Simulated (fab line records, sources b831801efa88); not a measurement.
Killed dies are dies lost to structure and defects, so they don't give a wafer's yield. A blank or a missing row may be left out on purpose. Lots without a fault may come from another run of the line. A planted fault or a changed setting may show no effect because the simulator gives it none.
A struck lot beside a sound one | flow sky130 | 17 steps out of a route of 708
Sound: wafers L671.2, L671.4, L671.5. Struck: wafers L687.1, L687.2, L687.5. The cause comes at the end.
At each step with rows: each side's tool, then ch and its chambers, then its first start. Under that, the readings that differ: sound wafers | struck wafers | difference of the means | sigmas: that difference in standard deviations of wafers without a fault.
alike: readings whose means differ by less than 2 such deviations, and words and numbers that are the same on both sides. not compared: withheld readings, readings that some wafer has no value for, bounds like >300 that may hide the same value, and numbers for which the record gives no deviation and whose values overlap.
The two part at a step that has a row with sigmas, a row that says differs or no value, or rows on one side only. Numbers that don't overlap but have no deviation are shown without sigmas and don't part them. A reading that every wafer of one side lacks parts them only if that side has two wafers or more.

first, 1 step without rows for these wafers: SKY_NWELL_IMPLANT_24.
SKY_NWELL_STRIP_25: strips in O2/N2.
  sound on plasma_asher-04 ch 0,1, day 6 10:38; struck on plasma_asher-02 ch 0,1, day 10 10:46
  alike: drypump_motor_current_A, o2_flow_sccm, oes_product_au, strip_time_to_endpoint_s
  not compared: rf_hours_counter_h
SKY_NWELL_TW_MEAS_26:
  sound on film_metro-02, day 6 10:44; struck on film_metro-02, day 10 10:52
  alike: NWELL_2_TW
then, 1 step without rows for these wafers: SKY_NWELL_CLEAN_27 (cleans in SC1/SC2, time 150 s).
SKY_NWELL_RTA_28: time 30 s.
  sound on rtp_anneal-01 ch 0, day 6 10:51; struck on rtp_anneal-01 ch 0, day 10 10:59
  alike: lamp_power_pct, ramp_up_c_per_s, wafer_temp_C_max
SKY_NWELL_RS_MEAS_29: measures by four-point-probe.
  sound on film_metro-01, day 6 10:59; struck on film_metro-01, day 10 11:05
  alike: NWELL_RS
SKY_NWELL_RS_MEAS_31: measures by four-point-probe.
  sound on film_metro-01, day 6 11:13; struck on film_metro-01, day 10 11:20
  alike: PWDE_RS
then, 4 steps without rows for these wafers: SKY_VT_ADJUST_HVTP_DEHYDRATE_00 (time 60 s); SKY_VT_ADJUST_HVTP_HMDS_01 (prime time 60 s); SKY_VT_ADJUST_HVTP_COAT_02 (resist thk 1140 nm); SKY_VT_ADJUST_HVTP_SOFTBAKE_03 (time 60 s).
SKY_VT_ADJUST_HVTP_EXPOSE_04: exposes mask HVTPM, target cd 380 nm.
  sound on iline_stepper-01 ch 0, day 6 20:58; struck on iline_stepper-01 ch 0, day 10 22:50
  reading              | sound                | struck               | difference | sigmas
  exposure_dose_mJ_cm2 | 140.14 140.14 140.17 | 142.96 142.90 143.04 | +2.82      | +19
  alike: mask
then, 2 steps without rows for these wafers: SKY_VT_ADJUST_HVTP_PEB_05; SKY_VT_ADJUST_HVTP_DEVELOP_06 (develop time 60 s).
SKY_VT_ADJUST_HVTP_CD_MEAS_07: target cd 380 nm.
  sound on cd_sem-02, day 7 06:38; struck on cd_sem-02, day 11 10:49
  reading    | sound             | struck            | difference | sigmas
  cd_nm (nm) | 381.2 380.5 382.3 | 384.6 385.7 387.7 | +4.7       | +2
SKY_VT_ADJUST_HVTP_OVL_MEAS_08:
  sound on overlay-01, day 7 06:44; struck on overlay-01, day 11 10:56
  alike: VT_ADJUST_HVTP_OVL
-- the record jumps here: 39 days lie between the struck wafers' starts before and after (it left off in module VT_ADJUST_HVTP and takes up again in module PAD_OPEN, whose first step shown is number 708 of the route) --
SKY_PAD_OPEN_PROBE_99:
  sound on prober-01, day 47 13:02; struck on prober-02, day 50 14:43
  alike: killed_at_M0_to_M3, killed_at_M4_up, killed_at_contacts, killed_at_front_end, killed_at_other, killed_dies, killed_open, killed_short

WHERE THEY PART
First at SKY_VT_ADJUST_HVTP_EXPOSE_04; last, within this record, at SKY_VT_ADJUST_HVTP_CD_MEAS_07. Later steps at which nothing parts them and some readings are alike: SKY_VT_ADJUST_HVTP_OVL_MEAS_08, SKY_PAD_OPEN_PROBE_99.

WHY: what the simulator had put in
Process parameter drift: iline_stepper-01, from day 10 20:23 on, at SKY_VT_ADJUST_HVTP_EXPOSE_04. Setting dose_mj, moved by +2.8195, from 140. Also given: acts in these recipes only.
